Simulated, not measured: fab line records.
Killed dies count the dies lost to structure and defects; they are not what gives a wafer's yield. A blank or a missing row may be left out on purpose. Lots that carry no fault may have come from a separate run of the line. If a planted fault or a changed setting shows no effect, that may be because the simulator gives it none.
Split-lot experiment :: flow gf180mcu :: 23 wafers read across 5 lots, on a route 602 steps long

## THE SPLIT ITSELF
At GF_M4_SPUTTER_04 (material TiN, target thk 50 nm, time 41.7 s), the setting time-s was moved away from the recipe's 41.7 s on 7 of the 23 wafers read, by -12.7% to +12.9%. All remaining wafers had this setting at the recipe value.

The reading comes from the split's own step.

## THE READING
TiN_of_M4_SPUTTER_04.thk-nm (the simulator's own value, which no gauge read), in nm, at GF_M4_SPUTTER_04 (material TiN, target thk 50 nm, time 41.7 s). The file gives no usual value for it. The 16 wafers here that ran the recipe average 50.43 nm, standard deviation 0.63 nm.

wafer: L074.1
tool, chamber at the split: pvd-sputter-04, -
time-s as run, s: 41.7
against the recipe: recipe
TiN_of_M4_SPUTTER_04.thk-nm, nm: 50.51
against lot-mates on the recipe: -

wafer: L074.2
tool, chamber at the split: pvd-sputter-04, -
time-s as run, s: 41.7
against the recipe: recipe
TiN_of_M4_SPUTTER_04.thk-nm, nm: 50.91
against lot-mates on the recipe: -

wafer: L074.5
tool, chamber at the split: pvd-sputter-04, -
time-s as run, s: 41.7
against the recipe: recipe
TiN_of_M4_SPUTTER_04.thk-nm, nm: 50.91
against lot-mates on the recipe: -

wafer: L074.3
tool, chamber at the split: pvd-sputter-04, -
time-s as run, s: 41.7
against the recipe: recipe
TiN_of_M4_SPUTTER_04.thk-nm, nm: 51.31
against lot-mates on the recipe: -

wafer: L074.6
tool, chamber at the split: pvd-sputter-04, -
time-s as run, s: 41.7
against the recipe: recipe
TiN_of_M4_SPUTTER_04.thk-nm, nm: 50.56
against lot-mates on the recipe: -

wafer: L075.1
tool, chamber at the split: pvd-sputter-01, -
time-s as run, s: 41.7
against the recipe: recipe
TiN_of_M4_SPUTTER_04.thk-nm, nm: 49.57
against lot-mates on the recipe: -

wafer: L075.2
tool, chamber at the split: pvd-sputter-01, -
time-s as run, s: 41.7
against the recipe: recipe
TiN_of_M4_SPUTTER_04.thk-nm, nm: 48.57
against lot-mates on the recipe: -

wafer: L075.3
tool, chamber at the split: pvd-sputter-01, -
time-s as run, s: 36.39
against the recipe: -12.7%
TiN_of_M4_SPUTTER_04.thk-nm, nm: 42.81
against lot-mates on the recipe: -6.50

wafer: L075.5
tool, chamber at the split: pvd-sputter-01, -
time-s as run, s: 36.39
against the recipe: -12.7%
TiN_of_M4_SPUTTER_04.thk-nm, nm: 42.82
against lot-mates on the recipe: -6.49

wafer: L075.6
tool, chamber at the split: pvd-sputter-01, -
time-s as run, s: 41.7
against the recipe: recipe
TiN_of_M4_SPUTTER_04.thk-nm, nm: 49.8
against lot-mates on the recipe: -

wafer: L076.1
tool, chamber at the split: pvd-sputter-04, -
time-s as run, s: 47.08
against the recipe: +12.9%
TiN_of_M4_SPUTTER_04.thk-nm, nm: 56.3
against lot-mates on the recipe: +5.99

wafer: L076.3
tool, chamber at the split: pvd-sputter-04, -
time-s as run, s: 47.08
against the recipe: +12.9%
TiN_of_M4_SPUTTER_04.thk-nm, nm: 56.92
against lot-mates on the recipe: +6.61

wafer: L076.4
tool, chamber at the split: pvd-sputter-04, -
time-s as run, s: 47.08
against the recipe: +12.9%
TiN_of_M4_SPUTTER_04.thk-nm, nm: 57.03
against lot-mates on the recipe: +6.72

wafer: L076.5
tool, chamber at the split: pvd-sputter-04, -
time-s as run, s: 41.7
against the recipe: recipe
TiN_of_M4_SPUTTER_04.thk-nm, nm: 50.29
against lot-mates on the recipe: -

wafer: L076.6
tool, chamber at the split: pvd-sputter-04, -
time-s as run, s: 41.7
against the recipe: recipe
TiN_of_M4_SPUTTER_04.thk-nm, nm: 50.33
against lot-mates on the recipe: -

wafer: L081.1
tool, chamber at the split: pvd-sputter-04, -
time-s as run, s: 38.06
against the recipe: -8.7%
TiN_of_M4_SPUTTER_04.thk-nm, nm: 46.86
against lot-mates on the recipe: -3.83

wafer: L081.2
tool, chamber at the split: pvd-sputter-04, -
time-s as run, s: 38.06
against the recipe: -8.7%
TiN_of_M4_SPUTTER_04.thk-nm, nm: 46.56
against lot-mates on the recipe: -4.13

wafer: L081.3
tool, chamber at the split: pvd-sputter-04, -
time-s as run, s: 41.7
against the recipe: recipe
TiN_of_M4_SPUTTER_04.thk-nm, nm: 50.67
against lot-mates on the recipe: -

wafer: L081.4
tool, chamber at the split: pvd-sputter-04, -
time-s as run, s: 41.7
against the recipe: recipe
TiN_of_M4_SPUTTER_04.thk-nm, nm: 50.66
against lot-mates on the recipe: -

wafer: L081.6
tool, chamber at the split: pvd-sputter-04, -
time-s as run, s: 41.7
against the recipe: recipe
TiN_of_M4_SPUTTER_04.thk-nm, nm: 50.73
against lot-mates on the recipe: -

wafer: L084.1
tool, chamber at the split: pvd-sputter-04, -
time-s as run, s: 41.7
against the recipe: recipe
TiN_of_M4_SPUTTER_04.thk-nm, nm: 50.66
against lot-mates on the recipe: -

wafer: L084.3
tool, chamber at the split: pvd-sputter-04, -
time-s as run, s: 41.7
against the recipe: recipe
TiN_of_M4_SPUTTER_04.thk-nm, nm: 50.55
against lot-mates on the recipe: -

wafer: L084.4
tool, chamber at the split: pvd-sputter-04, -
time-s as run, s: 41.7
against the recipe: recipe
TiN_of_M4_SPUTTER_04.thk-nm, nm: 50.8
against lot-mates on the recipe: -

THE FIT
A straight line over all 23 wafers: TiN_of_M4_SPUTTER_04.thk-nm changes by +0.516 nm for each +1% of time-s; r = +0.98; the points scatter about the line by 0.7 nm.
The same after taking each lot's own level away (the mean of its wafers on the recipe; 23 wafers): +0.496 nm for each +1%; r = +1.00; scatter 0.31 nm.
On that fit, the largest move of time-s shifts the reading by 6.4 nm.
The lots' own levels span 49.313 to 50.840 nm, that is 2.4 times the standard deviation above.
Hence the lot-to-lot level has little effect on the slope; both slopes agree.
Check: +6.54 nm against its lot-mates is what the line predicts for one of the wafers moved furthest among these (+12.9%) when that wafer is left out of the fit. Against them it came out at +5.99 nm.

## FURTHER SPLITS ON THESE WAFERS
Other splits were also applied to these wafers ahead of the reading. Each is held against what the fit with the lots' levels taken away leaves over:
other split on the same wafers: GF_M2_COAT_09 resist-thk-nm
wafers away from the commonest value: 10
r with TiN_of_M4_SPUTTER_04.thk-nm (lot level and that fit taken away): +0.03

other split on the same wafers: GF_M2_PEB_12 peb-temp-c
wafers away from the commonest value: 5
r with TiN_of_M4_SPUTTER_04.thk-nm (lot level and that fit taken away): -0.04

other split on the same wafers: GF_V2_CVD_00 sih4-flow-sccm
wafers away from the commonest value: 9
r with TiN_of_M4_SPUTTER_04.thk-nm (lot level and that fit taken away): -0.39

other split on the same wafers: GF_V2_COAT_09 resist-thk-nm
wafers away from the commonest value: 6
r with TiN_of_M4_SPUTTER_04.thk-nm (lot level and that fit taken away): -0.06

other split on the same wafers: GF_V2_SPUTTER_22 chamber-pressure-pa
wafers away from the commonest value: 15
r with TiN_of_M4_SPUTTER_04.thk-nm (lot level and that fit taken away): +0.07

other split on the same wafers: GF_M3_PEB_12 peb-temp-c
wafers away from the commonest value: 9
r with TiN_of_M4_SPUTTER_04.thk-nm (lot level and that fit taken away): -0.18

other split on the same wafers: GF_V3_CVD_02 time-s
wafers away from the commonest value: 10
r with TiN_of_M4_SPUTTER_04.thk-nm (lot level and that fit taken away): +0.36

other split on the same wafers: GF_V3_PEB_12 peb-time-s
wafers away from the commonest value: 5
r with TiN_of_M4_SPUTTER_04.thk-nm (lot level and that fit taken away): -0.01

other split on the same wafers: GF_V3_CVD_23 temp-c
wafers away from the commonest value: 8
r with TiN_of_M4_SPUTTER_04.thk-nm (lot level and that fit taken away): -0.20

## FILE'S OWN FIT
TiN_of_M4_SPUTTER_04.thk-nm changes by +0.496 nm for each +1% of time-s, r = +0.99.
